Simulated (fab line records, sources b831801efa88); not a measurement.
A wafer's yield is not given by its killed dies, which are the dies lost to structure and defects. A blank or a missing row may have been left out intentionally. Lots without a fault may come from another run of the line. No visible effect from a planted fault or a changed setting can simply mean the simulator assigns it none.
A struck lot beside a sound one    flow sky130    15 steps out of a route of 708
Sound: wafers L340.3, L340.4, L340.5. Wafers struck: L345.1, L345.4, L345.5. The cause comes at the end.
At each step with rows: each side's tool, then ch and its chambers, then its first start. Under that, the readings that differ: sound wafers    struck wafers    difference of the means    sigmas: that difference in standard deviations of wafers without a fault.
alike: same words and numbers on both sides, and readings whose means sit less than 2 such deviations apart. not compared: any withheld reading, any reading some wafer has no value for, any bound like >300 that may hide the same value, and any number with overlapping values for which the record gives no deviation.
Wherever a step has rows on one side only, a row that says differs or no value, or a row with sigmas, the two part there. Numbers that don't overlap but have no deviation are shown without sigmas and don't part them. A reading missing from all wafers of one side parts the sides only when that side holds two or more wafers.

SKY_SONOS_ONO_THK_MEAS_05:
  sound on film metro-03 at day 11 19:53; struck on film metro-01 at day 13 12:56
  alike: SONOS_ONO_CVD_04_THK
then, 7 steps without rows for these wafers: SKY_SONOS_ONO_DEHYDRATE_06 (time 60 s); SKY_SONOS_ONO_HMDS_07 (prime time 60 s); SKY_SONOS_ONO_COAT_08 (resist thk 1140 nm); SKY_SONOS_ONO_SOFTBAKE_09 (time 60 s); SKY_SONOS_ONO_EXPOSE_10 (exposes mask ONOM, target cd 410 nm); SKY_SONOS_ONO_PEB_11; SKY_SONOS_ONO_DEVELOP_12 (develop time 60 s).
SKY_SONOS_ONO_CD_MEAS_13: target cd 410 nm.
  sound on cd sem-01 at day 12 19:10; struck on cd sem-02 at day 14 13:41
  alike: cd nm
SKY_SONOS_ONO_OVL_MEAS_14:
  sound on overlay-01 at day 12 19:16; struck on overlay-02 at day 14 13:48
  alike: SONOS_ONO_OVL
SKY_SONOS_ONO_ETCH_15: etches the open film in CHF3/O2, target depth 19.52 nm, time 7.8 s.
  sound on rie diel-04 ch 2,3, day 12 19:17; struck on rie diel-03 ch 1,2,3, day 14 13:50
  alike: chamber pressure mTorr, drypump motor current A, oes product au, throttle valve pct
  not compared: rf hours counter h
then, 1 step without rows for these wafers: SKY_SONOS_ONO_WET_ETCH_16 (etches SiO2 in dHF, target depth 14 nm, time 280 s).
SKY_SONOS_ONO_STRIP_17: strips in O2/N2.
  sound on plasma asher-03 ch 0,1, day 12 19:26; struck on plasma asher-02 ch 0, day 14 13:56
reading                                         sound              struck             difference                     sigmas
oes product au (a.u.)                           0.706 0.707 0.707  0.921 0.917 0.923  +0.214                         +46
strip time to endpoint s (s)                    14.06 14.06 14.09  - - -              no value on the struck wafers  
model.NOVOLAK_of_SONOS_ONO_COAT_08.thk nm (nm)  0 0 0              416 415.2 415.7    +416                           
  alike: chamber pressure mTorr, drypump motor current A
  not compared: rf hours counter h
then, 1 step without rows for these wafers: SKY_SONOS_ONO_WET_ETCH_18 (etches Si3N4 in H3PO4, target depth 15 nm, time 172 s).
-- here the record skips 33 days between the struck wafers' starts before and after, leaving off in module SONOS_ONO and picking up in module PAD_OPEN (first step shown: number 708 of the route) --
SKY_PAD_OPEN_PROBE_99:
  the record has rows for the struck wafers here (prober-01, day 47 08:07) and none for the sound ones

WHERE THEY PART
Last at SKY_PAD_OPEN_PROBE_99 as far as this record goes, first at SKY_SONOS_ONO_STRIP_17.

WHY: whatever the simulator had introduced
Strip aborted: plasma asher-02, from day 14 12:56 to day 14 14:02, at SKY_SONOS_ONO_STRIP_17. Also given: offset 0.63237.
